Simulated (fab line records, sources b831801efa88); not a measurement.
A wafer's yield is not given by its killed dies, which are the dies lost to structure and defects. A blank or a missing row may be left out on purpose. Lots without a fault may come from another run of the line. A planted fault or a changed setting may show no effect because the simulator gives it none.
Which of the tools did it? -- flow gf180mcu -- 14 lots with 42 wafers sampled at 5 steps, on a route of 602 steps

WHAT THE GAUGES READ, wafer by wafer
GF_HV_LDD_TW_MEAS_23. Usual: for HV_LDD_2_TW the level is 1065 and the standard deviation is 4.9.
lot,measured,on,HV_LDD_2_TW,flag
L245,day 10 18:44,film metro-03,1059 1066 1064,
L247,day 11 07:20,film metro-04,30 30 31,OFF
L248,day 11 14:50,film metro-03,30 30 30,OFF
L257,day 14 19:21,film metro-04,1065 1074 1062,
L258,day 15 01:15,film metro-03,1072 1072 1071,
L259,day 15 05:32,film metro-04,1068 1071 1067,
L261,day 15 20:28,film metro-03,1068 1074 1069,
L260,day 16 02:17,film metro-04,1063 1059 1059,
L262,day 16 06:40,film metro-03,1070 1070 1073,
L263,day 16 09:02,film metro-03,1062 1063 1067,
L264,day 16 19:15,film metro-04,1065 1061 1059,
L265,day 17 01:01,film metro-04,1065 1064 1066,
L266,day 17 19:51,film metro-03,1069 1059 1059,
L268,day 18 07:22,film metro-04,1069 1077 1075,

TOOL THAT RAN EACH LOT (tool first, then ch and the chambers of the sampled wafers, then the start)
lot,GF_VT_IMPLANT_STRIP_20,GF_HV_LDD_STRIP_10,GF_HV_LDD_IMPLANT_21,GF_HV_LDD_STRIP_22
L245,"plasma asher-01 ch 0,1, day 6 04:50","plasma asher-04 ch 0, day 10 00:52","implanter-03 ch 0, day 10 18:29","plasma asher-03 ch 0,1, day 10 18:38"
L247,"plasma asher-03 ch 0,1, day 6 16:44","plasma asher-02 ch 0,1, day 10 12:56","implanter-02, day 11 07:05","plasma asher-02 ch 0,1, day 11 07:14"
L248,"plasma asher-01 ch 0,1, day 6 22:26","plasma asher-02 ch 0,1, day 10 19:53","implanter-03, day 11 14:35","plasma asher-03 ch 0,1, day 11 14:44"
L257,"plasma asher-03 ch 0,1, day 9 14:38","plasma asher-04 ch 0,1, day 13 22:01","implanter-02 ch 0, day 14 19:07","plasma asher-04 ch 0,1, day 14 19:14"
L258,"plasma asher-03 ch 0,1, day 9 19:05","plasma asher-02 ch 1, day 14 03:43","implanter-02 ch 0, day 15 01:01","plasma asher-03 ch 0,1, day 15 01:08"
L259,"plasma asher-01 ch 0,1, day 10 01:37","plasma asher-03 ch 0,1, day 14 08:02","implanter-03 ch 0, day 15 05:17","plasma asher-04 ch 0,1, day 15 05:26"
L261,"plasma asher-03 ch 0,1, day 10 12:13","plasma asher-04 ch 0,1, day 14 23:08","implanter-02 ch 0, day 15 20:14","plasma asher-04 ch 0,1, day 15 20:23"
L260,"plasma asher-02 ch 0,1, day 10 12:28","plasma asher-03 ch 0,1, day 15 03:34","implanter-02 ch 0, day 16 02:02","plasma asher-04 ch 0,1, day 16 02:11"
L262,"plasma asher-01 ch 0,1, day 10 19:07","plasma asher-02 ch 0,1, day 15 06:59","implanter-03 ch 0, day 16 06:25","plasma asher-04 ch 0,1, day 16 06:34"
L263,"plasma asher-01 ch 0,1, day 10 22:41","plasma asher-04 ch 0,1, day 15 10:38","implanter-04 ch 0, day 16 08:49","plasma asher-04 ch 0,1, day 16 08:56"
L264,"plasma asher-03 ch 0,1, day 11 05:55","plasma asher-02 ch 0,1, day 15 20:41","implanter-04 ch 0, day 16 19:02","plasma asher-04 ch 0,1, day 16 19:10"
L265,"plasma asher-02 ch 0,1, day 11 11:41","plasma asher-03 ch 0,1, day 16 02:23","implanter-03 ch 0, day 17 00:47","plasma asher-02 ch 0,1, day 17 00:55"
L266,"plasma asher-01 ch 1, day 12 03:43","plasma asher-03 ch 1, day 16 21:40","implanter-03 ch 0, day 17 19:37","plasma asher-02 ch 0, day 17 19:44"
L268,"plasma asher-02 ch 0,1, day 12 15:37","plasma asher-03 ch 0,1, day 17 08:34","implanter-04 ch 0, day 18 07:08","plasma asher-02 ch 0,1, day 18 07:17"
- GF_VT_IMPLANT_STRIP_20: strips in O2/N2.
- GF_HV_LDD_STRIP_10: strips in O2/N2.
- GF_HV_LDD_IMPLANT_21
- GF_HV_LDD_STRIP_22: strips in O2/N2.

WHAT THE TOOLS THEMSELVES READ (means of the sampled wafers that have a number; where no wafer has one, the mark that the record gives instead)
GF_VT_IMPLANT_STRIP_20. Usual: drypump motor current A 5.6 A, standard deviation 0.58; heater power w 335 W, standard deviation 27; oes product au 0.716 a.u., standard deviation 0.0041; platen temp c 250.01 C, standard deviation 0.18; strip time to endpoint s 12.57 s, standard deviation 0.033.
lot,tool,drypump motor current A (A),heater power w (W),oes product au (a.u.),platen temp c (C),strip time to endpoint s (s),flag
L245,plasma asher-01,5.6,340,0.714,249.99,12.54,
L247,plasma asher-03,6.1,321,0.722,249.95,12.58,
L248,plasma asher-01,5.1,347,0.717,249.89,12.63,
L257,plasma asher-03,5.8,306,0.716,250.10,12.59,
L258,plasma asher-03,6.1,325,0.716,250.01,12.57,
L259,plasma asher-01,5.1,352,0.720,250.03,12.62,
L261,plasma asher-03,5.8,304,0.715,249.87,12.61,
L260,plasma asher-02,5.4,348,0.716,250.03,12.52,
L262,plasma asher-01,5.1,347,0.716,249.98,12.57,
L263,plasma asher-01,5.1,349,0.715,250.04,12.55,
L264,plasma asher-03,6.1,329,0.719,250.07,12.56,
L265,plasma asher-02,5.6,354,0.717,250.15,12.52,
L266,plasma asher-01,6.0,323,0.719,250.10,12.53,
L268,plasma asher-02,5.4,343,0.719,249.76,12.58,

GF_HV_LDD_STRIP_10. Usual: drypump motor current A 5.7 A, standard deviation 0.39; heater power w 331 W, standard deviation 25; oes product au 0.716 a.u., standard deviation 0.0045; platen temp c 250.01 C, standard deviation 0.17; strip time to endpoint s 12.71 s, standard deviation 0.038.
lot,tool,drypump motor current A (A),heater power w (W),oes product au (a.u.),platen temp c (C),strip time to endpoint s (s),flag
L245,plasma asher-04,5.3,316,0.713,250.03,12.68,
L247,plasma asher-02,5.6,358,0.716,250.13,12.71,
L248,plasma asher-02,5.5,346,0.720,249.91,12.69,
L257,plasma asher-04,5.6,318,0.717,250.07,12.71,
L258,plasma asher-02,5.7,360,0.716,249.90,12.75,
L259,plasma asher-03,6.1,325,0.713,249.99,12.71,
L261,plasma asher-04,5.8,332,0.712,249.95,12.74,
L260,plasma asher-03,5.8,305,0.718,249.93,12.65,
L262,plasma asher-02,5.6,354,0.718,249.84,12.73,
L263,plasma asher-04,5.8,328,0.715,249.95,12.68,
L264,plasma asher-02,5.6,353,0.717,250.20,12.64,
L265,plasma asher-03,6.1,322,0.716,250.15,12.70,
L266,plasma asher-03,6.4,337,0.712,250.09,12.75,
L268,plasma asher-03,6.1,330,0.714,249.97,12.74,

GF_HV_LDD_IMPLANT_21. Usual: beam energy keV 25.001, standard deviation 0.008; beam on s 10.00 s, standard deviation 0.18.
lot,tool,beam energy keV,beam on s (s),flag
L245,implanter-03,25.001,10.09,
L247,implanter-02,-,-,OFF
L248,implanter-03,-,-,OFF
L257,implanter-02,25.008,10.01,
L258,implanter-02,25.014,10.25,
L259,implanter-03,24.999,10.06,
L261,implanter-02,25.004,9.97,
L260,implanter-02,25.007,9.93,
L262,implanter-03,25.002,9.85,
L263,implanter-04,24.999,9.93,
L264,implanter-04,24.991,10.01,
L265,implanter-03,25.002,9.92,
L266,implanter-03,24.990,9.91,
L268,implanter-04,24.991,10.03,

GF_HV_LDD_STRIP_22. Usual: drypump motor current A 5.7 A, standard deviation 0.37; heater power w 332 W, standard deviation 20; oes product au 0.716 a.u., standard deviation 0.0044; platen temp c 250.02 C, standard deviation 0.2; strip time to endpoint s 12.64 s, standard deviation 0.036.
lot,tool,drypump motor current A (A),heater power w (W),oes product au (a.u.),platen temp c (C),strip time to endpoint s (s),flag
L245,plasma asher-03,5.8,301,0.715,250.13,12.68,
L247,plasma asher-02,5.6,352,0.714,250.05,12.62,
L248,plasma asher-03,5.8,306,0.715,249.88,12.63,
L257,plasma asher-04,5.6,320,0.714,250.04,12.60,
L258,plasma asher-03,6.1,329,0.717,250.05,12.65,
L259,plasma asher-04,5.8,327,0.714,249.97,12.66,
L261,plasma asher-04,5.6,322,0.715,250.25,12.70,
L260,plasma asher-04,5.6,320,0.717,250.16,12.62,
L262,plasma asher-04,5.6,321,0.716,249.99,12.66,
L263,plasma asher-04,5.6,325,0.718,249.97,12.61,
L264,plasma asher-04,5.8,331,0.713,249.95,12.59,
L265,plasma asher-02,5.6,356,0.721,250.24,12.63,
L266,plasma asher-02,5.4,336,0.716,250.01,12.67,
L268,plasma asher-02,5.6,352,0.714,250.04,12.62,

THE ANSWER, worked out from the rows above alone
Rule: take the mean of a lot's wafers that have a number; if it is more than 3 standard deviations from the usual mean, the lot is off. Also off: a lot with no number at a reading for which 4 or more lots have one. All remaining lots with rows at the step are treated as sound. First the gauges in route order, then the tools' own readings, where a lot's mean is used as printed above. The first step at which some lot is off is used, and at that step the reading that is off furthest; a lot without a number counts as furthest.
Off: L247, L248, at GF_HV_LDD_TW_MEAS_23 (HV_LDD_2_TW).
A tool fits if, at a process step before that reading, it ran every lot that is off, and no sound lot after the first of them. Not tried: the gauges at GF_HV_LDD_TW_MEAS_23; whatever is off there is also off at GF_HV_LDD_IMPLANT_21, on other tools, and gauge error can't account for it. Not one of the candidates tried fits.

WHAT WAS PUT IN BY THE SIMULATOR
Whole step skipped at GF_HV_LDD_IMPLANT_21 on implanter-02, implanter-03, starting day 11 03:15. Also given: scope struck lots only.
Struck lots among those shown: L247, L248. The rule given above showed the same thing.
